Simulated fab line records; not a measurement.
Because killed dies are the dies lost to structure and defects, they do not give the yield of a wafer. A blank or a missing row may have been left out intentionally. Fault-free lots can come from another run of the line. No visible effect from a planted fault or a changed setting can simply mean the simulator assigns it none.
fab line records ; flow gf180mcu
record lots=15; wafers=45; lastDay=34
route steps=602 shown M4@459 V4@479 MIM@505
lots with no fault: from the same line, run without faults
startH: the number of hours between the record's first day and the start of the first shown wafer of the lot ; waitH: hours elapsed since this lot's preceding step ; " same as the row above ; L1.1+2: several wafers, shown together as one row ; - no value present, or no start provided ; * or withheld: withheld ; < > ~ a bound
route shown NAME@n: a module of which the file shows steps, and the number in the route of the first ; usual: average and standard deviation across the fault-free wafers ; same: alike in all rows ; chamber/n: place in a boat ; sites: each site's reading ; _std_site: the values' standard deviation ; _edge_site: the outer-site mean with the inner-site mean subtracted ; radiusMm: how far each site lies from the wafer's centre ; mask NAME#n: copy n ; behind: tool/chamber where the wafer was last shaped ; hold: reason for holding the lot/hours on hold/outcome of the hold ; device: the n, p or np transistor that did not switch ; end of line: the same wafers' tests at the end of the route ; where a step has no rows: the recipe by itself ; killed: not the wafer's yield, but the dies lost to structure and defects at the first sort ; map: dies across one wafer; x = killed, . = not, _ = none there
set.NAME: the setting as run; set.NAME@STEP: as run at that earlier step ; model.NAME: the simulator's own value behind a step, which no gauge read
a sample of lots followed through the steps of the route, with each step as a table and each wafer as a row
services: when a tool's chamber went out of use (startH, in hours from the record's first day, below 0 if earlier), for how many hours, and the reason
## steps
# step GF_M4_SPUTTER_03
# recipe material=Ti; targetThkNm=10; substrateTempC=300; chamberPressurePa=0.3; powerW=3000; timeS=6.7
# usual throttleValvePct=30.2/0.97
lot.wafer;tool;chamber;startH;waitH;throttleValvePct
L905.2;pvdSputter-01;-;518.18;0.0;29.7
L905.5;pvdSputter-01;-;518.18;0.0;30.5
L905.6;pvdSputter-01;-;518.18;0.0;29.8
L906.1;pvdSputter-04;-;529.88;0.0;29.7
L906.3;pvdSputter-04;-;529.88;0.0;31.9
L906.4;pvdSputter-04;-;529.88;0.0;31.1
L909.1;pvdSputter-04;-;564.54;0.0;31.6
L909.2;pvdSputter-04;-;564.54;0.0;32.0
L909.5;pvdSputter-04;-;564.54;0.0;31.9
L913.3;pvdSputter-03;-;589.79;0.0;30.8
L913.4;pvdSputter-03;-;589.79;0.0;29.9
L913.6;pvdSputter-03;-;589.79;0.0;28.3
L914.1;pvdSputter-01;-;601.53;0.0;29.3
L914.5;pvdSputter-01;-;601.53;0.0;30.0
L914.6;pvdSputter-01;-;601.53;0.0;30.6
L915.2;pvdSputter-03;-;610.88;0.0;29.5
L915.3;pvdSputter-03;-;610.88;0.0;29.4
L915.5;pvdSputter-03;-;610.88;0.0;29.4
L917.1;pvdSputter-04;-;626.64;0.0;31.6
L917.3;pvdSputter-04;-;626.64;0.0;31.3
L917.5;pvdSputter-04;-;626.64;0.0;29.9
L920.2;pvdSputter-04;-;645.20;0.0;31.9
L920.5;pvdSputter-04;-;645.20;0.0;29.9
L920.6;pvdSputter-04;-;645.20;0.0;30.3
L921.3;pvdSputter-01;-;652.13;0.0;29.8
L921.4;pvdSputter-01;-;652.13;0.0;30.0
L921.6;pvdSputter-01;-;652.13;0.0;29.3
L922.2;pvdSputter-01;-;667.84;0.0;30.1
L922.3;pvdSputter-01;-;667.84;0.0;30.4
L922.5;pvdSputter-01;-;667.84;0.0;30.4
L923.1;pvdSputter-01;-;669.09;0.0;29.9
L923.3;pvdSputter-01;-;669.09;0.0;29.9
L923.4;pvdSputter-01;-;669.09;0.0;29.6
L924.2;pvdSputter-01;-;671.51;0.0;30.3
L924.3;pvdSputter-01;-;671.51;0.0;29.7
L924.4;pvdSputter-01;-;671.51;0.0;29.6
L925.2;pvdSputter-04;-;679.01;0.0;30.2
L925.3;pvdSputter-04;-;679.01;0.0;32.0
L925.5;pvdSputter-04;-;679.01;0.0;29.7
L926.2;pvdSputter-03;-;687.49;0.0;29.6
L926.5;pvdSputter-03;-;687.49;0.0;30.7
L926.6;pvdSputter-03;-;687.49;0.0;29.7
L927.1;pvdSputter-03;-;693.85;0.0;28.2
L927.2;pvdSputter-03;-;693.85;0.0;29.7
L927.6;pvdSputter-03;-;693.85;0.0;28.1
# step GF_V4_THK_MEAS_03
# recipe reads=SiO2_of_V4_CVD_02
# usual V4_CVD_02_THK=850/11
lot.wafer;tool;chamber;startH;waitH;V4_CVD_02_THK[nm]
L905.2;filmMetro-03;-;542.67;0.0;833
L905.5;filmMetro-03;-;542.67;0.0;854
L905.6;filmMetro-03;-;542.67;0.0;852
L906.1;filmMetro-04;-;554.07;0.0;846
L906.3;filmMetro-04;-;554.07;0.0;853
L906.4;filmMetro-04;-;554.07;0.0;860
L909.1;filmMetro-03;-;586.60;0.0;842
L909.2;filmMetro-03;-;586.60;0.0;834
L909.5;filmMetro-03;-;586.60;0.0;840
L913.3;filmMetro-03;-;612.08;0.1;848
L913.4;filmMetro-03;-;612.08;0.1;853
L913.6;filmMetro-03;-;612.08;0.1;859
L914.1;filmMetro-04;-;623.07;0.0;846
L914.5;filmMetro-04;-;623.07;0.0;858
L914.6;filmMetro-04;-;623.07;0.0;854
L915.2;filmMetro-03;-;631.83;0.1;851
L915.3;filmMetro-03;-;631.83;0.1;871
L915.5;filmMetro-03;-;631.83;0.1;855
L917.1;filmMetro-03;-;647.52;0.0;838
L917.3;filmMetro-03;-;647.52;0.0;853
L917.5;filmMetro-03;-;647.52;0.0;847
L920.2;filmMetro-03;-;666.05;0.0;848
L920.5;filmMetro-03;-;666.05;0.0;849
L920.6;filmMetro-03;-;666.05;0.0;843
L921.3;filmMetro-04;-;671.99;0.1;837
L921.4;filmMetro-04;-;671.99;0.1;857
L921.6;filmMetro-04;-;671.99;0.1;852
L922.2;filmMetro-03;-;687.60;0.0;841
L922.3;filmMetro-03;-;687.60;0.0;850
L922.5;filmMetro-03;-;687.60;0.0;860
L923.1;filmMetro-04;-;689.15;0.0;846
L923.3;filmMetro-04;-;689.15;0.0;839
L923.4;filmMetro-04;-;689.15;0.0;848
L924.2;filmMetro-04;-;691.70;0.0;845
L924.3;filmMetro-04;-;691.70;0.0;848
L924.4;filmMetro-04;-;691.70;0.0;867
L925.2;filmMetro-01;-;698.55;0.0;837
L925.3;filmMetro-01;-;698.55;0.0;833
L925.5;filmMetro-01;-;698.55;0.0;849
L926.2;filmMetro-04;-;707.33;0.0;840
L926.5;filmMetro-04;-;707.33;0.0;848
L926.6;filmMetro-04;-;707.33;0.0;853
L927.1;filmMetro-04;-;712.63;0.0;844
L927.2;filmMetro-04;-;712.63;0.0;826
L927.6;filmMetro-04;-;712.63;0.0;834
# step GF_V4_ETCH_17
# recipe chemistry=C4F8/O2/Ar; maskMaterial=KrF; target=SiO2; stopOn=TiN; sourceW=1500; biasW=1200; pressureMtorr=40; c4f8FlowSccm=withheld; O2_flow_sccm=6; Ar_flow_sccm=300; timeS=withheld; targetDepthA=6300
# usual biasW=1200/3.6; chamberPressureMTorr=40.00/0.038; oesProductAu=0.856/0.0044
lot.wafer;tool;chamber;startH;waitH;biasW;chamberPressureMTorr;oesProductAu
L905.2;rieDiel-01;3;565;-;1196;39.89;0.856
L905.5;rieDiel-01;1;566;-;1198;40.02;0.857
L905.6;rieDiel-01;2;566;-;1195;39.97;0.856
L906.1;rieDiel-01;3;577;-;1196;40.00;0.848
L906.3;rieDiel-01;0;577;-;1205;40.02;0.846
L906.4;rieDiel-01;1;577;-;1201;40.01;0.851
L909.1;rieDiel-01;3;607;-;1203;40.01;0.852
L909.2;rieDiel-01;0;607;-;1195;40.03;0.864
L909.5;rieDiel-01;2;607;-;1199;40.04;0.857
L913.3;rieDiel-04;1;632;-;-;-;-
L913.4;rieDiel-04;2;632;-;-;-;-
L913.6;rieDiel-04;1;632;-;-;-;-
L914.1;rieDiel-04;0;643;-;-;-;-
L914.5;rieDiel-04;2;643;-;-;-;-
L914.6;rieDiel-04;0;643;-;-;-;-
L915.2;rieDiel-01;2;652;-;-;-;-
L915.3;rieDiel-01;3;652;-;-;-;-
L915.5;rieDiel-01;2;652;-;-;-;-
L917.1;rieDiel-01;0;667;-;1201;40.02;0.870
L917.3;rieDiel-01;3;667;-;1201;40.03;0.855
L917.5;rieDiel-01;2;667;-;1204;40.05;0.855
L920.2;rieDiel-04;3;685;-;1206;39.98;0.860
L920.5;rieDiel-04;3;685;-;1206;40.04;0.855
L920.6;rieDiel-04;0;685;-;1207;40.04;0.854
L921.3;rieDiel-01;3;691;-;1196;39.95;0.846
L921.4;rieDiel-01;2;691;-;1202;40.00;0.851
L921.6;rieDiel-01;2;691;-;1203;39.96;0.852
L922.2;rieDiel-04;2;706;-;1201;40.04;0.855
L922.3;rieDiel-04;0;706;-;1202;39.97;0.858
L922.5;rieDiel-04;2;706;-;1204;39.93;0.857
L923.1;rieDiel-03;3;708;-;1200;39.96;0.858
L923.3;rieDiel-03;2;708;-;1204;39.99;0.860
L923.4;rieDiel-03;1;708;-;1200;39.94;0.849
L924.2;rieDiel-01;0;710;-;1195;40.03;0.865
L924.3;rieDiel-01;1;710;-;1196;39.97;0.860
L924.4;rieDiel-01;2;710;-;1202;39.96;0.853
L925.2;rieDiel-04;0;716;-;1203;39.96;0.856
L925.3;rieDiel-04;2;716;-;1200;40.02;0.854
L925.5;rieDiel-04;1;717;-;1193;40.05;0.861
L926.2;rieDiel-03;0;726;-;1202;40.03;0.858
L926.5;rieDiel-03;2;726;-;1205;40.03;0.857
L926.6;rieDiel-03;3;726;-;1204;39.97;0.859
L927.1;rieDiel-01;2;730;-;1192;40.08;0.861
L927.2;rieDiel-01;0;730;-;1198;39.98;0.855
L927.6;rieDiel-01;3;730;-;1200;40.05;0.850
# step GF_V4_STRIP_18
# recipe chemistry=O2/N2; powerW=1400; pressureMtorr=1500; platenTempC=250; o2FlowSccm=3000; n2FlowSccm=300; overashFraction=0.5
# usual chamberPressureMTorr=1500.0/1.3; drypumpMotorCurrentA=6.0/0.3; heaterPowerW=340/38; n2FlowSccm=300.2/0.86; oesProductAu=0.593/0.0044
lot.wafer;tool;chamber;startH;waitH;chamberPressureMTorr;drypumpMotorCurrentA;heaterPowerW;n2FlowSccm;oesProductAu;rfHoursCounterH
L905.2;plasmaAsher-03;1;566.07;-;1497.4;5.7;323;300.9;0.595;45
L905.5;plasmaAsher-03;1;566.07;-;1501.2;5.7;318;301.6;0.591;-
L905.6;plasmaAsher-03;0;566.07;-;1502.1;6.0;285;299.2;0.590;-
L906.1;plasmaAsher-02;1;577.10;-;1497.1;6.0;365;299.9;0.591;77
L906.3;plasmaAsher-02;1;577.10;-;1499.3;6.0;380;300.1;0.591;-
L906.4;plasmaAsher-02;0;577.10;-;1500.2;6.1;327;300.5;0.596;-
L909.1;plasmaAsher-03;0;608.02;-;1501.1;6.0;289;299.8;0.587;50
L909.2;plasmaAsher-03;1;608.02;-;1497.7;5.7;314;300.7;0.598;50
L909.5;plasmaAsher-03;0;608.02;-;1501.8;6.0;290;300.5;0.586;-
L913.3;plasmaAsher-03;1;632.53;-;1501.6;5.7;315;300.8;0.665;-
L913.4;plasmaAsher-03;0;632.53;-;1499.7;6.0;288;300.7;0.665;-
L913.6;plasmaAsher-03;0;632.53;-;1500.4;6.0;286;300.0;0.657;-
L914.1;plasmaAsher-03;0;643.47;-;1502.4;6.0;295;300.9;0.671;54
L914.5;plasmaAsher-03;1;643.47;-;1500.4;5.7;319;300.1;0.668;-
L914.6;plasmaAsher-03;0;643.47;-;1501.5;6.0;280;300.3;0.670;-
L915.2;plasmaAsher-01;1;652.20;-;1499.6;5.6;386;300.0;0.674;105
L915.3;plasmaAsher-01;1;652.20;-;1500.2;5.6;380;299.6;0.662;-
L915.5;plasmaAsher-01;0;652.20;-;1501.1;6.5;373;300.8;0.672;-
L917.1;plasmaAsher-03;1;667.24;-;1497.0;5.7;317;300.5;0.589;56
L917.3;plasmaAsher-03;1;667.24;-;1500.4;5.7;318;299.9;0.592;-
L917.5;plasmaAsher-03;1;667.24;-;1500.9;5.7;323;299.9;0.588;-
L920.2;plasmaAsher-02;0;685.75;-;1499.3;6.1;330;300.7;0.594;88
L920.5;plasmaAsher-02;1;685.75;-;1499.8;6.0;368;301.0;0.593;-
L920.6;plasmaAsher-02;0;685.75;-;1497.9;6.1;327;300.6;0.593;-
L921.3;plasmaAsher-01;0;691.78;-;1499.3;6.4;377;299.5;0.595;-
L921.4;plasmaAsher-01;1;691.78;-;1501.4;5.6;381;301.7;0.589;-
L921.6;plasmaAsher-01;0;691.78;-;1500.3;6.4;380;299.9;0.592;-
L922.2;plasmaAsher-03;1;706.85;-;1501.2;5.7;320;300.3;0.585;59
L922.3;plasmaAsher-03;0;706.85;-;1502.0;6.0;289;300.2;0.591;-
L922.5;plasmaAsher-03;0;706.85;-;1498.8;6.0;286;301.0;0.593;-
L923.1;plasmaAsher-03;0;708.17;-;1499.5;6.0;294;300.5;0.595;59
L923.3;plasmaAsher-03;1;708.17;-;1499.0;5.7;310;301.0;0.597;-
L923.4;plasmaAsher-03;0;708.17;-;1497.8;6.0;285;301.0;0.591;-
L924.2;plasmaAsher-03;1;710.82;-;1501.9;5.7;319;301.2;0.589;60
L924.3;plasmaAsher-03;1;710.82;-;1495.8;5.7;313;299.1;0.598;-
L924.4;plasmaAsher-03;0;710.82;-;1500.5;6.0;299;301.3;0.592;-
L925.2;plasmaAsher-01;0;717.05;-;1502.9;6.5;375;300.9;0.594;112
L925.3;plasmaAsher-01;0;717.05;-;1500.0;6.5;386;299.1;0.590;-
L925.5;plasmaAsher-01;0;717.05;-;1497.8;6.5;381;301.0;0.582;-
L926.2;plasmaAsher-01;1;726.40;-;1499.2;5.6;390;299.3;0.599;113
L926.5;plasmaAsher-01;1;726.40;-;1497.6;5.6;382;300.4;0.592;-
L926.6;plasmaAsher-01;0;726.40;-;1500.6;6.5;383;300.9;0.596;-
L927.1;plasmaAsher-03;0;730.59;-;1498.7;6.0;282;299.8;0.595;62
L927.2;plasmaAsher-03;1;730.59;-;1500.5;5.7;317;299.5;0.595;62
L927.6;plasmaAsher-03;1;730.59;-;1498.8;5.7;318;299.1;0.591;-
# step GF_MIM_SPUTTER_02
# recipe material=AlCu; targetThkNm=450; powerW=10600; timeS=23.9; chamberPressurePa=0.4
# usual throttleValvePct=30.2/0.9
lot.wafer;tool;chamber;startH;waitH;throttleValvePct
L905.2;pvdSputter-04;-;567.43;0.0;32.3
L905.5;pvdSputter-04;-;567.43;0.0;31.1
L905.6;pvdSputter-04;-;567.43;0.0;29.7
L906.1;pvdSputter-04;-;581.01;0.0;29.5
L906.3;pvdSputter-04;-;581.01;0.0;31.3
L906.4;pvdSputter-04;-;581.01;0.0;31.9
L909.1;pvdSputter-01;-;609.38;0.0;29.6
L909.2;pvdSputter-01;-;609.38;0.0;29.5
L909.5;pvdSputter-01;-;609.38;0.0;29.8
L917.1;pvdSputter-04;-;668.77;0.0;30.2
L917.3;pvdSputter-04;-;668.77;0.0;29.5
L917.5;pvdSputter-04;-;668.77;0.0;30.3
L920.2;pvdSputter-04;-;687.14;0.0;31.4
L920.5;pvdSputter-04;-;687.14;0.0;30.1
L920.6;pvdSputter-04;-;687.14;0.0;31.2
L921.3;pvdSputter-04;-;693.14;0.0;29.4
L921.4;pvdSputter-04;-;693.14;0.0;30.5
L921.6;pvdSputter-04;-;693.14;0.0;31.1
L922.2;pvdSputter-02;-;708.24;0.0;29.4
L922.3;pvdSputter-02;-;708.24;0.0;29.1
L922.5;pvdSputter-02;-;708.24;0.0;29.3
L923.1;pvdSputter-02;-;709.58;0.0;30.8
L923.3;pvdSputter-02;-;709.58;0.0;29.3
L923.4;pvdSputter-02;-;709.58;0.0;29.5
L924.2;pvdSputter-01;-;712.22;0.0;30.1
L924.3;pvdSputter-01;-;712.22;0.0;29.9
L924.4;pvdSputter-01;-;712.22;0.0;30.3
L925.2;pvdSputter-04;-;718.76;0.0;31.3
L925.3;pvdSputter-04;-;718.76;0.0;30.2
L925.5;pvdSputter-04;-;718.76;0.0;29.9
L926.2;pvdSputter-01;-;727.76;0.0;29.4
L926.5;pvdSputter-01;-;727.76;0.0;29.4
L926.6;pvdSputter-01;-;727.76;0.0;29.9
L927.1;pvdSputter-02;-;731.95;0.0;29.1
L927.2;pvdSputter-02;-;731.95;0.0;29.6
L927.6;pvdSputter-02;-;731.95;0.0;29.2
## services
tool;chamber;startH;hours;kind
pvdSputter-03;-;499.08;2.6;repair
rieDiel-01;3;505.38;3.6;repair
pvdSputter-01;-;506.24;3.5;repair
rieDiel-01;-;513.36;2.8;pm
rieDiel-01;0;538.25;4.3;repair
pvdSputter-01;-;540.95;2.3;repair
pvdSputter-03;-;545.72;1.7;repair
plasmaAsher-03;-;559.54;3.3;repair
plasmaAsher-01;-;567.40;2.2;repair
rieDiel-01;3;581.42;2.5;repair
rieDiel-01;-;585.93;0.7;repair
rieDiel-04;0;587.92;4.9;repair
rieDiel-01;1;600.09;9.6;repair
rieDiel-04;0;606.90;4.9;repair
rieDiel-04;-;612.33;0.7;repair
rieDiel-04;3;638.39;10.7;repair
rieDiel-04;2;666.06;1.4;repair
rieDiel-04;2;676.96;13.1;repair
pvdSputter-03;-;679.61;1.7;repair
plasmaAsher-03;-;683.28;5.1;repair
plasmaAsher-03;-;693.90;7.5;repair
pvdSputter-03;-;707.85;2.4;repair
pvdSputter-03;-;709.38;7.9;repair
pvdSputter-03;-;722.18;0.9;repair
## key
firstSign step=GF_V4_ETCH_17; reading=toolRecord; direction=missing
effect step=GF_V4_STRIP_18; reading=oesProductAu; direction=up; sigmas=17; usual=0.593; struck=0.667
metAt GF_V4_ETCH_17
struckLots L913,L914,L915
laterRowsLeftOut L913.3,L913.4,L913.6,L914.1,L914.5,L914.6,L915.2,L915.3,L915.5
sortLeftOut L913.3,L913.4,L913.6,L914.1,L914.5,L914.6,L915.2,L915.3,L915.5
notActingAt GF_M4_SPUTTER_03,GF_V4_THK_MEAS_03,GF_MIM_SPUTTER_02
onsetBetween 607 632
fault kind=skippedStepWhole; tool=rieDiel-01,rieDiel-04; chamber=-; onsetH=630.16; steps=GF_V4_ETCH_17; scope=struckLotsOnly
# sortLeftOut: the simulated sort isn't trusted on such a fault, so these wafers' sort isn't shown, and their yield isn't known
# laterRowsLeftOut: the simulator's readings of these wafers behind a module that went badly wrong aren't trusted and aren't shown, but for the sort
